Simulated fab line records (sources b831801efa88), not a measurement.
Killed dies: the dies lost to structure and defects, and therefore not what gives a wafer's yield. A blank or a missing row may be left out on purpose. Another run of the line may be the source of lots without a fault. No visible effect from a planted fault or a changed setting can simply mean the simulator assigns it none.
fab line records	flow sfq-line
record: lots: 14	wafers: 40	last-day: 85
route steps=325 shown L0V@23 M1@59 I2@106
lots that met no fault: from a run of the same line without faults
start-h: the number of hours between the record's first day and the start of the first shown wafer of the lot	wait-h: time in hours since the lot's previous step	" identical to the entry in the row above	L1.1+2: several wafers, shown together as one row	- value missing, or start not given	* or withheld: withheld	< > ~ a bound
route shown NAME@n: NAME is a module with steps in the file, n the number in the route of the first one	usual: mean/standard deviation taken from wafers without a fault	same: alike in all rows	chamber/n: place in a boat	sites: readings site by site	_std_site: standard deviation of those values	_edge_site: the outer-site mean with the inner-site mean subtracted	radius-mm: how far each site lies from the wafer's centre	mask NAME#n: copy n	behind: tool/chamber where the wafer was last shaped	hold: the reason the lot was held/the length of the hold in hours/how it ended	device: the transistor (n, p or np) that didn't switch	end of line: the tests these same wafers got at the end of their route	for a step that has no rows: nothing shown but its recipe	killed: the dies lost at the first sort to structure and to defects; this is not the yield of the wafer	map: shows each die of a wafer: x if killed, . if not, _ if none is there
set.NAME: the setting the step ran with; set.NAME@STEP: the setting that earlier step ran with	model.NAME: the simulator's own value behind a step, which no gauge read
steps of the route over a sample of lots; a table a step, a row a wafer
services: from which hour (start-h, from the record's first day; less than 0 if before it) a tool's chamber was out of use, for how many hours, and why
== steps ==
step: SFQ_L0V_OVL_MEAS_903
usual: L0V_OVL: 0/5
lot.wafer	tool	chamber	start-h	wait-h	L0V_OVL[nm]
L170.1	overlay-01	-	141.23	0.1	0
L170.2	"	-	"	"	-4
L170.3	"	-	"	"	0
L171.2	overlay-01	-	153.24	0.1	12
L171.4	"	-	"	"	12
L171.6	"	-	"	"	6
L172.1	overlay-01	-	157.20	0.1	-3
L172.2	"	-	"	"	1
L172.4	"	-	"	"	0
L173.1	overlay-01	-	174.22	0.1	8
L173.3	"	-	"	"	-2
L173.6	"	-	"	"	2
L174.1	overlay-02	-	185.25	0.1	1
L174.2	"	-	"	"	1
L174.5	"	-	"	"	-1
L175.1	overlay-01	-	190.05	0.1	-1
L175.3	"	-	"	"	-5
L175.4	"	-	"	"	3
L176.1	overlay-02	-	193.65	0.1	-4
L176.3	"	-	"	"	2
L176.5	"	-	"	"	-3
L177.1	overlay-02	-	197.25	0.1	2
L177.4	"	-	"	"	-5
L177.6	"	-	"	"	4
L178.1	overlay-01	-	200.85	0.1	0
L178.3	"	-	"	"	0
L178.4	"	-	"	"	-1
L179.1	overlay-02	-	204.85	0.1	-6
L179.2	"	-	"	"	9
L179.3	"	-	"	"	-2
L182.2	overlay-02	-	221.66	0.1	-4
L182.3	"	-	"	"	-4
L182.4	"	-	"	"	3
L185.1	overlay-02	-	244.89	0.1	-1
L185.6	"	-	"	"	0
L187.1	overlay-02	-	278.37	0.1	7
L187.6	"	-	"	"	5
L191.1	overlay-01	-	321.11	0.1	0
L191.2	"	-	"	"	-2
L191.3	"	-	"	"	-5
step: SFQ_TRILAYER_M1_DEP_SPUTTER_037
recipe: material: Nb	base-pressure-pa: 1.33e-06	chamber-pressure-pa: 0.1333	substrate-temp-c: 20	resputter-cathode-voltage-v: 400	target-thk-nm: 200	power-w: 2000	time-s: 133.3
usual: throttle-valve-pct: 29.5/0.77
lot.wafer	tool	chamber	start-h	wait-h	throttle-valve-pct
L170.1	pvd-sputter-03	-	355.56	0.0	28.9
L170.2	"	-	"	"	30.0
L170.3	"	-	"	"	30.4
L171.2	pvd-sputter-03	-	381.01	0.0	28.5
L171.4	"	-	"	"	30.6
L171.6	"	-	"	"	28.9
L172.1	pvd-sputter-03	-	389.41	0.0	29.5
L172.2	"	-	"	"	30.4
L172.4	"	-	"	"	28.8
L173.1	pvd-sputter-03	-	414.61	0.0	29.1
L173.3	"	-	"	"	30.0
L173.6	"	-	"	"	30.2
L174.1	pvd-sputter-05	-	424.21	0.0	28.6
L174.2	"	-	"	"	28.8
L174.5	"	-	"	"	28.8
L175.1	pvd-sputter-04	-	435.53	0.0	29.8
L175.3	"	-	"	"	30.9
L175.4	"	-	"	"	30.0
L176.1	pvd-sputter-03	-	449.06	0.0	28.9
L176.3	"	-	"	"	28.7
L176.5	"	-	"	"	29.9
L177.1	pvd-sputter-04	-	453.66	0.0	27.8
L177.4	"	-	"	"	31.0
L177.6	"	-	"	"	29.7
L178.1	pvd-sputter-03	-	455.38	0.0	30.4
L178.3	"	-	"	"	28.8
L178.4	"	-	"	"	29.2
L179.1	pvd-sputter-04	-	471.58	0.0	29.7
L179.2	"	-	"	"	30.8
L179.3	"	-	"	"	29.9
L182.2	pvd-sputter-03	-	493.30	0.0	28.9
L182.3	"	-	"	"	30.5
L182.4	"	-	"	"	29.1
L185.1	pvd-sputter-03	-	528.86	0.0	29.9
L185.6	"	-	"	"	30.0
L187.1	pvd-sputter-03	-	537.94	0.0	28.6
L187.6	"	-	"	"	28.9
L191.1	pvd-sputter-05	-	628.22	0.0	29.7
L191.2	"	-	"	"	29.0
L191.3	"	-	"	"	29.9
step: SFQ_M1_RS_MEAS_909
recipe: thk-meas-gauge: four-point-probe	reads: Nb_of_TRILAYER_M1_DEP_SPUTTER_037
usual: M1_NB_RS: 0.889/0.0099
lot.wafer	tool	chamber	start-h	wait-h	M1_NB_RS[ohm/sq]
L170.1	film-metro-03	-	355.65	0.0	0.882
L170.2	"	-	"	"	0.890
L170.3	"	-	"	"	0.877
L171.2	film-metro-02	-	381.12	0.1	0.879
L171.4	"	-	"	"	0.872
L171.6	"	-	"	"	0.884
L172.1	film-metro-03	-	389.50	0.0	0.892
L172.2	"	-	"	"	0.874
L172.4	"	-	"	"	0.891
L173.1	film-metro-03	-	414.70	0.0	0.865
L173.3	"	-	"	"	0.883
L173.6	"	-	"	"	0.880
L174.1	film-metro-04	-	424.30	0.0	0.892
L174.2	"	-	"	"	0.904
L174.5	"	-	"	"	0.901
L175.1	film-metro-03	-	435.62	0.0	0.890
L175.3	"	-	"	"	0.878
L175.4	"	-	"	"	0.886
L176.1	film-metro-03	-	449.15	0.0	0.890
L176.3	"	-	"	"	0.909
L176.5	"	-	"	"	0.911
L177.1	film-metro-04	-	453.75	0.0	0.890
L177.4	"	-	"	"	0.882
L177.6	"	-	"	"	0.901
L178.1	film-metro-04	-	455.47	0.0	0.893
L178.3	"	-	"	"	0.910
L178.4	"	-	"	"	0.895
L179.1	film-metro-02	-	471.67	0.0	0.894
L179.2	"	-	"	"	0.880
L179.3	"	-	"	"	0.884
L182.2	film-metro-02	-	493.41	0.1	0.901
L182.3	"	-	"	"	0.878
L182.4	"	-	"	"	0.894
L185.1	film-metro-03	-	528.95	0.0	0.992
L185.6	"	-	"	"	0.899
L187.1	film-metro-03	-	538.03	0.0	0.981
L187.6	"	-	"	"	0.884
L191.1	film-metro-04	-	628.31	0.0	0.889
L191.2	"	-	"	"	0.892
L191.3	"	-	"	"	0.892
step: SFQ_TRILAYER_M1_ETCH_METAL_ETCH_042
recipe: target: Nb	stop-on: SiO2	mask-material: PR	chemistry: Cl2/Ar	target-depth-nm: 240	icp-w: 600	bias-w: 80	pressure-mtorr: 10	time-s: 120
usual: drypump-motor-current-A: 5.9/0.4	oes-product-au: 0.893/0.0069
lot.wafer	tool	chamber	start-h	wait-h	drypump-motor-current-A	oes-product-au	rf-hours-counter-h
L170.1	rie-metal-02	1	498.39	0.0	6.2	0.890	113
L170.2	"	0	"	"	5.4	0.886	88
L170.3	"	0	"	"	5.4	0.899	-
L171.2	rie-metal-04	1	532.11	0.0	5.6	0.897	69
L171.4	"	1	"	"	5.6	0.901	-
L171.6	"	0	"	"	5.7	0.894	-
L172.1	rie-metal-04	1	544.36	0.0	5.5	0.890	70
L172.2	"	0	"	"	5.7	0.894	21
L172.4	"	0	"	"	5.7	0.886	-
L173.1	rie-metal-04	1	563.56	0.0	5.5	0.908	72
L173.3	"	0	"	"	5.7	0.901	-
L173.6	"	1	"	"	5.6	0.896	-
L174.1	rie-metal-02	0	574.36	0.0	5.4	0.885	95
L174.2	"	1	"	"	6.2	0.892	121
L174.5	"	1	"	"	6.2	0.893	-
L175.1	rie-metal-02	0	586.36	0.0	5.4	0.891	97
L175.3	"	0	"	"	5.5	0.899	-
L175.4	"	1	"	"	6.2	0.892	-
L176.1	rie-metal-04	1	604.28	0.0	5.5	0.893	76
L176.3	"	1	"	"	5.5	0.886	-
L176.5	"	0	"	"	5.7	0.881	-
L177.1	rie-metal-03	0	607.88	0.0	6.2	0.900	48
L177.4	"	0	"	"	6.2	0.900	-
L177.6	"	0	"	"	6.2	0.882	-
L178.1	rie-metal-02	1	610.28	0.0	6.2	0.895	125
L178.3	"	0	"	"	5.4	0.880	-
L178.4	"	1	"	"	6.2	0.894	-
L179.1	rie-metal-04	1	628.52	0.0	5.5	0.886	79
L179.2	"	0	"	"	5.7	0.905	31
L179.3	"	1	"	"	5.5	0.896	-
L182.2	rie-metal-02	1	649.80	0.0	6.2	0.894	132
L182.3	"	1	"	"	6.2	0.893	-
L182.4	"	0	"	"	5.4	0.890	-
L185.1	rie-metal-02	1	684.60	0.0	6.2	0.845	137
L185.6	"	1	"	"	6.2	0.883	-
L187.1	rie-metal-02	0	691.80	0.0	5.4	0.842	112
L187.6	"	1	"	"	6.2	0.893	-
L191.1	rie-metal-02	0	767.66	0.1	5.4	0.893	124
L191.2	"	0	"	"	5.4	0.896	-
L191.3	"	0	"	"	5.5	0.889	-
step: SFQ_TRILAYER_I2_METRO_MEASURE_065
usual: thk-nm: 199.7/1.4
lot.wafer	tool	chamber	start-h	wait-h	thk-nm
L170.1	film-metro-04	-	807.24	0.1	198.1
L170.2	"	-	"	"	198.3
L170.3	"	-	"	"	197.7
L171.2	film-metro-04	-	810.44	0.3	197.7
L171.4	"	-	"	"	197.8
L171.6	"	-	"	"	199.4
L172.1	film-metro-01	-	813.24	0.1	199.8
L172.2	"	-	"	"	198.7
L172.4	"	-	"	"	201.2
L173.1	film-metro-04	-	814.69	0.1	202.1
L173.3	"	-	"	"	199.6
L173.6	"	-	"	"	200.3
L174.1	film-metro-02	-	817.69	0.1	197.2
L174.2	"	-	"	"	199.5
L174.5	"	-	"	"	198.4
L175.1	film-metro-01	-	819.47	0.1	198.8
L175.3	"	-	"	"	200.1
L175.4	"	-	"	"	198.8
L176.1	film-metro-04	-	820.69	0.1	201.4
L176.3	"	-	"	"	198.5
L176.5	"	-	"	"	199.7
L177.1	film-metro-04	-	823.69	0.1	198.5
L177.4	"	-	"	"	199.1
L177.6	"	-	"	"	198.0
L178.1	film-metro-01	-	826.69	0.1	200.4
L178.3	"	-	"	"	200.6
L178.4	"	-	"	"	199.5
L179.1	film-metro-04	-	828.70	0.1	199.0
L179.2	"	-	"	"	199.2
L179.3	"	-	"	"	199.1
L182.2	film-metro-02	-	950.29	0.3	198.5
L182.3	"	-	"	"	198.0
L182.4	"	-	"	"	201.3
L185.1	film-metro-04	-	997.50	0.1	201.2
L185.6	"	-	998.50	1.0	200.6
L187.1	film-metro-01	-	1006.50	0.1	198.5
L187.6	"	-	1007.50	1.0	199.3
L191.1	film-metro-01	-	1063.31	0.1	200.4
L191.2	"	-	"	"	198.9
L191.3	"	-	"	"	201.1
step: SFQ_TRILAYER_I2_VIA_ETCH_VIA_ETCH_070
recipe: target: SiO2	stop-on: Nb	mask-material: PR	taper-deg: 20	chemistry: CHF3	target-depth-nm: 260	source-w: 500	bias-w: 80	pressure-mtorr: 30	time-s: withheld
usual: drypump-motor-current-A: 5.5/0.34	oes-product-au: 0.854/0.0059
lot.wafer	tool	chamber	start-h	wait-h	drypump-motor-current-A	oes-product-au
L170.1	rie-diel-03	1	810.76	0.0	4.8	0.848
L170.2	"	0	"	"	5.8	0.853
L170.3	"	3	"	"	5.1	0.853
L171.2	rie-diel-01	0	813.76	0.0	5.1	0.852
L171.4	"	2	"	"	5.4	0.840
L171.6	"	1	"	"	5.6	0.855
L172.1	rie-diel-02	0	816.76	0.0	5.5	0.861
L172.2	"	2	"	"	5.5	0.849
L172.4	"	1	"	"	5.8	0.861
L173.1	rie-diel-01	1	819.16	0.0	5.6	0.860
L173.3	"	3	"	"	5.6	0.853
L173.6	"	1	"	"	5.5	0.854
L174.1	rie-diel-02	0	821.50	0.0	5.5	0.851
L174.2	"	2	"	"	5.5	0.855
L174.5	"	3	"	"	5.8	0.858
L175.1	rie-diel-01	1	825.10	0.0	5.6	0.862
L175.3	"	3	"	"	5.6	0.859
L175.4	"	0	"	"	5.1	0.855
L176.1	rie-diel-03	2	826.30	0.0	6.1	0.857
L176.3	"	1	"	"	4.8	0.855
L176.5	"	2	"	"	6.1	0.857
L177.1	rie-diel-01	1	827.50	0.0	5.6	0.863
L177.4	"	0	"	"	5.1	0.851
L177.6	"	2	"	"	5.4	0.841
L178.1	rie-diel-03	3	832.30	0.0	5.1	0.857
L178.3	"	2	"	"	6.1	0.850
L178.4	"	0	"	"	5.8	0.841
L179.1	rie-diel-02	0	833.50	0.0	5.5	0.853
L179.2	"	3	"	"	5.8	0.858
L179.3	"	1	"	"	5.8	0.856
L182.2	rie-diel-02	1	955.42	0.0	5.8	0.856
L182.3	"	2	"	"	5.6	0.850
L182.4	"	0	"	"	5.5	0.867
L185.1	rie-diel-01	1	1001.02	0.0	5.6	0.846
L185.6	"	1	"	"	5.6	0.853
L187.1	rie-diel-02	0	1010.02	0.0	5.4	0.859
L187.6	"	1	"	"	5.8	0.860
L191.1	rie-diel-01	0	1079.43	0.0	5.1	0.841
L191.2	"	3	"	"	5.6	0.858
L191.3	"	2	"	"	5.4	0.857
== services ==
tool	chamber	start-h	hours	kind
film-metro-04	-	350.67	2.5	pm
film-metro-04	-	362.53	0.6	pm
rie-diel-01	0	402.61	6.5	repair
film-metro-04	-	412.49	3.0	pm
rie-diel-01	-	417.92	2.8	pm
film-metro-04	-	438.49	1.7	pm
pvd-sputter-03	-	443.82	2.1	repair
pvd-sputter-03	-	478.86	4.1	repair
pvd-sputter-03	-	526.31	1.2	repair
film-metro-04	-	595.67	0.6	pm
film-metro-04	-	607.53	0.7	pm
film-metro-04	-	657.49	1.6	pm
rie-metal-02	-	686.48	0.4	repair
rie-metal-02	1	723.64	10.1	repair
pvd-sputter-03	-	780.42	1.9	repair
pvd-sputter-03	-	797.09	1.3	repair
rie-metal-02	-	813.21	1.2	repair
film-metro-04	-	840.67	1.1	pm
film-metro-04	-	852.53	0.4	pm
pvd-sputter-03	-	884.32	4.2	repair
film-metro-04	-	902.49	0.2	pm
pvd-sputter-03	-	1040.27	2.2	repair
pvd-sputter-03	-	1055.95	4.5	repair
film-metro-04	-	1070.57	1.9	pm
== key ==
first-sign: step: SFQ_M1_RS_MEAS_909	reading: M1_NB_RS	direction: up	sigmas: 9.8	usual: 0.889	struck: 0.987
effect: step: SFQ_TRILAYER_M1_ETCH_METAL_ETCH_042	reading: oes-product-au	direction: down	sigmas: 7.2	usual: 0.893	struck: 0.844
met-at SFQ_TRILAYER_M1_DEP_SPUTTER_037
struck-lots L185,L187
struck-wafers L185.1,L187.1
not-acting-at SFQ_L0V_OVL_MEAS_903,SFQ_TRILAYER_I2_METRO_MEASURE_065,SFQ_TRILAYER_I2_VIA_ETCH_VIA_ETCH_070
onset-between 493.30 528.86
fault: kind: process-parameter-drift	tool: pvd-sputter-03	chamber: -	onset-h: 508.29	steps: SFQ_TRILAYER_M1_DEP_SPUTTER_037	channel: time-s	offset: *	shape: step	end-h: 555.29	scope: struck-wafers-only	acts-in: *	stated: *
